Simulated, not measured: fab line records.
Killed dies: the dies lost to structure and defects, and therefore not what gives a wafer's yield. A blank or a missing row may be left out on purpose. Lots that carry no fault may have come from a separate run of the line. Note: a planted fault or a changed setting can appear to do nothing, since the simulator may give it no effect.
2 desks looking at one fault || flow sfq line || each desk holds nothing but its own numbers, with what lay behind them at the end

== AT THE METROLOGY DESK ==
Means of the sampled wafers that have a number, per lot and without regard to the tool the lot ran on: this is what the gauges read. Marked OUT: a lot whose mean sits more than 4 standard deviations from the usual mean, which makes it out of limits; the brackets give that distance.
Columns: A = I2_BOW at SFQ_I2_BOW_MEAS_917, usual 1 um; B = M4_NB_RS at SFQ_M4_RS_MEAS_924, usual 0.891 ohm/sq
{"lot": "L252", "first seen here": "day 38 01:05", "A": -3, "B": 0.882}
{"lot": "L253", "first seen here": "day 38 09:05", "A": 2, "B": 0.903}
{"lot": "L254", "first seen here": "day 39 00:07", "A": 8, "B": 0.888}
{"lot": "L255", "first seen here": "day 39 04:05", "A": 5, "B": 0.885}
{"lot": "L258", "first seen here": "day 40 06:11", "A": 4, "B": 0.891}
{"lot": "L262", "first seen here": "day 41 12:25", "A": 17, "B": 0.882}
{"lot": "L264", "first seen here": "day 42 05:11", "A": -6, "B": 0.883}
{"lot": "L265", "first seen here": "day 42 11:22", "A": 17, "B": 0.883}
{"lot": "L268", "first seen here": "day 43 11:19", "A": 0, "B": 0.889}
{"lot": "L269", "first seen here": "day 43 22:49", "A": -2, "B": 0.905}
{"lot": "L270", "first seen here": "day 44 11:50", "A": 13, "B": 0.908}
{"lot": "L271", "first seen here": "day 45 08:50", "A": -4, "B": 0.892}
{"lot": "L274", "first seen here": "day 46 07:41", "A": -11, "B": 0.894}
{"lot": "L275", "first seen here": "day 46 17:39", "A": -8, "B": 0.906}
Finding of this desk: none of the 14 lots has anything out of limits.

== AT THE TOOL OWNER'S DESK: film metro-02 ==
The tool's own readings at SFQ_TRILAYER_I3_METRO_MEASURE_083: means of the sampled wafers that have a number, for each lot that ran on this tool. Marked OUT: a lot whose mean sits more than 4 standard deviations from the usual mean, which makes it out of limits; the brackets give that distance.
Columns: A = thk nm at SFQ_TRILAYER_I3_METRO_MEASURE_083, usual 198.4 nm
{"lot": "L252", "first seen here": "day 43 21:56", "A": 199.2}
{"lot": "L258", "first seen here": "day 46 12:21", "A": 202.6}
{"lot": "L262", "first seen here": "day 47 14:32", "A": 202.5}
{"lot": "L264", "first seen here": "day 48 08:11", "A": "203.0 (+4.2) OUT"}
{"lot": "L265", "first seen here": "day 48 17:11", "A": 201.9}
Finding of this desk: L264 out of limits; the first was L264 at day 48 08:11, on thk nm at SFQ_TRILAYER_I3_METRO_MEASURE_083. Within limits: L252, L258, L262, L265.

== ALL TOGETHER ==
An alarm could have come from the tool owner's desk at day 48 08:11, on L264.
The metrology desk saw nothing out of limits.
The metrology desk has L264 on record, within its limits.
All the named lots went through SFQ_TRILAYER_I3_METRO_MEASURE_083 on film metro-02.

== WHAT THE SIMULATOR PUT IN ==
Metrology matching offset: film metro-02, from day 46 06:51 on, at SFQ_TRILAYER_I3_METRO_MEASURE_083. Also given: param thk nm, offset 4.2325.
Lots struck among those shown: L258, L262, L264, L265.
Hours from the fault's start to each desk's first reading out of limits: the tool owner's desk, 49.
